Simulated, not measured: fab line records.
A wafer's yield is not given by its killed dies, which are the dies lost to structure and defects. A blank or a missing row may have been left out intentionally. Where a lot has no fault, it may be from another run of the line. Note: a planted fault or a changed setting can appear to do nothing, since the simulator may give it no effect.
Which tool is to blame? :: flow sky130 :: 33 wafers from 11 lots sampled at 4 of the route's 708 steps

WHAT THE GAUGES READ, wafer by wafer
SKY_SPACER_THK_MEAS_01. Usual: SPACER_CVD_00_THK gives 43.0 nm (standard deviation 0.36).
lot: L498
measured: day 22 23:38
on: film metro-02
SPACER_CVD_00_THK (nm): 43.2 43.0 43.2
flag: 

lot: L499
measured: day 23 17:38
on: film metro-02
SPACER_CVD_00_THK (nm): 43.2 43.1 43.2
flag: 

lot: L500
measured: day 23 21:58
on: film metro-04
SPACER_CVD_00_THK (nm): 42.8 43.1 42.7
flag: 

lot: L501
measured: day 24 05:36
on: film metro-02
SPACER_CVD_00_THK (nm): 42.8 42.7 42.7
flag: 

lot: L502
measured: day 24 12:04
on: film metro-03
SPACER_CVD_00_THK (nm): 42.5 42.4 42.6
flag: 

lot: L503
measured: day 24 22:31
on: film metro-04
SPACER_CVD_00_THK (nm): 43.2 42.9 43.4
flag: 

lot: L504
measured: day 25 09:04
on: film metro-04
SPACER_CVD_00_THK (nm): 43.3 43.5 43.3
flag: 

lot: L505
measured: day 25 13:31
on: film metro-03
SPACER_CVD_00_THK (nm): 43.1 43.4 43.2
flag: 

lot: L511
measured: day 28 00:49
on: film metro-03
SPACER_CVD_00_THK (nm): 42.9 43.0 43.2
flag: 

lot: L513
measured: day 28 19:05
on: film metro-02
SPACER_CVD_00_THK (nm): 27.1 27.4 26.9
flag: OFF

lot: L514
measured: day 28 23:14
on: film metro-02
SPACER_CVD_00_THK (nm): 27.1 27.3 26.9
flag: OFF

SKY_LOCAL_INTERCONNECT_THK_MEAS_02: measures by xrf. Usual: LOCAL_INTERCONNECT_TIN_THK gives 99.3 nm (standard deviation 0.91).
lot: L498
measured: day 29 04:23
on: film metro-02
LOCAL_INTERCONNECT_TIN_THK (nm): 98.9 99.3 98.9
flag: 

lot: L499
measured: day 29 22:43
on: film metro-03
LOCAL_INTERCONNECT_TIN_THK (nm): 97.8 101.0 100.0
flag: 

lot: L500
measured: day 30 02:37
on: film metro-02
LOCAL_INTERCONNECT_TIN_THK (nm): 99.0 99.4 98.6
flag: 

lot: L501
measured: day 30 08:02
on: film metro-01
LOCAL_INTERCONNECT_TIN_THK (nm): 99.6 99.3 99.6
flag: 

lot: L502
measured: day 30 14:51
on: film metro-01
LOCAL_INTERCONNECT_TIN_THK (nm): 98.9 98.8 99.0
flag: 

lot: L503
measured: day 31 01:52
on: film metro-01
LOCAL_INTERCONNECT_TIN_THK (nm): 98.9 99.5 99.2
flag: 

lot: L504
measured: day 31 10:01
on: film metro-02
LOCAL_INTERCONNECT_TIN_THK (nm): 99.1 99.7 97.2
flag: 

lot: L505
measured: day 31 15:14
on: film metro-01
LOCAL_INTERCONNECT_TIN_THK (nm): 98.5 99.1 98.6
flag: 

lot: L511
measured: day 33 21:58
on: film metro-03
LOCAL_INTERCONNECT_TIN_THK (nm): 100.0 100.0 100.7
flag: 

lot: L513
measured: day 34 15:43
on: film metro-02
LOCAL_INTERCONNECT_TIN_THK (nm): 100.9 101.5 100.2
flag: 

lot: L514
measured: day 34 18:49
on: film metro-01
LOCAL_INTERCONNECT_TIN_THK (nm): 99.3 98.6 100.1
flag: 

WHAT TOOL EACH LOT RAN ON (gives the tool, then ch and the chambers of the sampled wafers, and finally the start)
lot: L498
SKY_SPACER_CVD_00: lpcvd-02 ch 0, day 22 22:26
SKY_SPACER_ETCHBACK_02: rie diel-03 ch 0,1, day 22 23:41

lot: L499
SKY_SPACER_CVD_00: lpcvd-02 ch 0, day 23 16:24
SKY_SPACER_ETCHBACK_02: rie diel-01 ch 1,2, day 23 17:40

lot: L500
SKY_SPACER_CVD_00: lpcvd-02 ch 1, day 23 20:45
SKY_SPACER_ETCHBACK_02: rie diel-03 ch 1,2,3, day 23 22:01

lot: L501
SKY_SPACER_CVD_00: lpcvd-02 ch 0, day 24 04:23
SKY_SPACER_ETCHBACK_02: rie diel-03 ch 0,1,2, day 24 05:39

lot: L502
SKY_SPACER_CVD_00: lpcvd-02 ch 1, day 24 10:51
SKY_SPACER_ETCHBACK_02: rie diel-01 ch 1,2, day 24 12:07

lot: L503
SKY_SPACER_CVD_00: lpcvd-02 ch 1, day 24 21:18
SKY_SPACER_ETCHBACK_02: rie diel-01 ch 0,1, day 24 22:34

lot: L504
SKY_SPACER_CVD_00: lpcvd-02 ch 0, day 25 07:16
SKY_SPACER_ETCHBACK_02: rie diel-02 ch 1,2,3, day 25 09:07

lot: L505
SKY_SPACER_CVD_00: lpcvd-02 ch 0, day 25 12:18
SKY_SPACER_ETCHBACK_02: rie diel-01 ch 0,1,3, day 25 13:34

lot: L511
SKY_SPACER_CVD_00: lpcvd-02 ch 0, day 27 23:37
SKY_SPACER_ETCHBACK_02: rie diel-02 ch 1,2, day 28 00:53

lot: L513
SKY_SPACER_CVD_00: lpcvd-02 ch 1, day 28 17:53
SKY_SPACER_ETCHBACK_02: rie diel-03 ch 0,1,3, day 28 19:08

lot: L514
SKY_SPACER_CVD_00: lpcvd-02 ch 0, day 28 22:02
SKY_SPACER_ETCHBACK_02: rie diel-03 ch 0,3, day 28 23:18
- SKY_SPACER_CVD_00: deposits Si3N4 from DCS/NH3, target thk 43.1 nm, time 740 s.
- SKY_SPACER_ETCHBACK_02: etches Si3N4 in CH3F/O2, stops on SiO2, time 46.7 s, target depth 45 nm.

WHAT THE TOOLS THEMSELVES READ (means of the sampled wafers that have a number; where no wafer has one, the mark that the record gives instead)
SKY_SPACER_CVD_00. Usual: zone power lower pct at 13.3 %, with a standard deviation of 0.56.
lot: L498
tool: lpcvd-02
zone power lower pct (%): 13.8
flag: 

lot: L499
tool: lpcvd-02
zone power lower pct (%): 13.8
flag: 

lot: L500
tool: lpcvd-02
zone power lower pct (%): 12.6
flag: 

lot: L501
tool: lpcvd-02
zone power lower pct (%): 13.8
flag: 

lot: L502
tool: lpcvd-02
zone power lower pct (%): 12.7
flag: 

lot: L503
tool: lpcvd-02
zone power lower pct (%): 12.6
flag: 

lot: L504
tool: lpcvd-02
zone power lower pct (%): 13.8
flag: 

lot: L505
tool: lpcvd-02
zone power lower pct (%): 13.8
flag: 

lot: L511
tool: lpcvd-02
zone power lower pct (%): 13.6
flag: 

lot: L513
tool: lpcvd-02
zone power lower pct (%): 12.7
flag: 

lot: L514
tool: lpcvd-02
zone power lower pct (%): 13.7
flag: 

SKY_SPACER_ETCHBACK_02. Usual: drypump motor current A 5.8 A, standard deviation 0.57; oes product au 0.853 a.u., standard deviation 0.0063; throttle valve pct 10.561 %, standard deviation 0.0091.
lot: L498
tool: rie diel-03
drypump motor current A (A): 6.3
oes product au (a.u.): 0.858
throttle valve pct (%): 10.554
flag: 

lot: L499
tool: rie diel-01
drypump motor current A (A): 5.6
oes product au (a.u.): 0.852
throttle valve pct (%): 10.559
flag: 

lot: L500
tool: rie diel-03
drypump motor current A (A): 5.2
oes product au (a.u.): 0.849
throttle valve pct (%): 10.568
flag: 

lot: L501
tool: rie diel-03
drypump motor current A (A): 5.8
oes product au (a.u.): 0.852
throttle valve pct (%): 10.560
flag: 

lot: L502
tool: rie diel-01
drypump motor current A (A): 5.4
oes product au (a.u.): 0.846
throttle valve pct (%): 10.569
flag: 

lot: L503
tool: rie diel-01
drypump motor current A (A): 6.1
oes product au (a.u.): 0.858
throttle valve pct (%): 10.566
flag: 

lot: L504
tool: rie diel-02
drypump motor current A (A): 5.8
oes product au (a.u.): 0.863
throttle valve pct (%): 10.559
flag: 

lot: L505
tool: rie diel-01
drypump motor current A (A): 6.1
oes product au (a.u.): 0.853
throttle valve pct (%): 10.563
flag: 

lot: L511
tool: rie diel-02
drypump motor current A (A): 5.8
oes product au (a.u.): 0.856
throttle valve pct (%): 10.568
flag: 

lot: L513
tool: rie diel-03
drypump motor current A (A): 5.6
oes product au (a.u.): 0.680
throttle valve pct (%): 10.529
flag: OFF

lot: L514
tool: rie diel-03
drypump motor current A (A): 5.3
oes product au (a.u.): 0.675
throttle valve pct (%): 10.542
flag: OFF

THE ANSWER, worked out from the rows above alone
Rule: a lot counts as off when the mean over its wafers that have a number is more than 3 standard deviations away from the usual mean. A lot without any number at a reading at which 4 lots or more have one is off too. Any other lot the step has rows for is counted as sound. First the gauges in route order, then the tools' own readings, where a lot's mean is used as printed above. The first step at which some lot is off is used, and at that step the reading that is off furthest; a lot without a number counts as furthest.
Off: L513, L514, at SKY_SPACER_THK_MEAS_01 (SPACER_CVD_00_THK).
A tool fits if, at a process step before that reading, it ran every lot that is off, and no sound lot after the first of them. Not tried: the gauges at SKY_SPACER_THK_MEAS_01; whatever is off there is also off at SKY_SPACER_ETCHBACK_02, on other tools, and gauge error can't account for it. One fits: lpcvd-02 at SKY_SPACER_CVD_00. Its last sound lot is L511 (day 27 23:37), its first lot that is off L513 (day 28 17:53): a fault that began between those two fits.

WHAT WAS PUT IN BY THE SIMULATOR
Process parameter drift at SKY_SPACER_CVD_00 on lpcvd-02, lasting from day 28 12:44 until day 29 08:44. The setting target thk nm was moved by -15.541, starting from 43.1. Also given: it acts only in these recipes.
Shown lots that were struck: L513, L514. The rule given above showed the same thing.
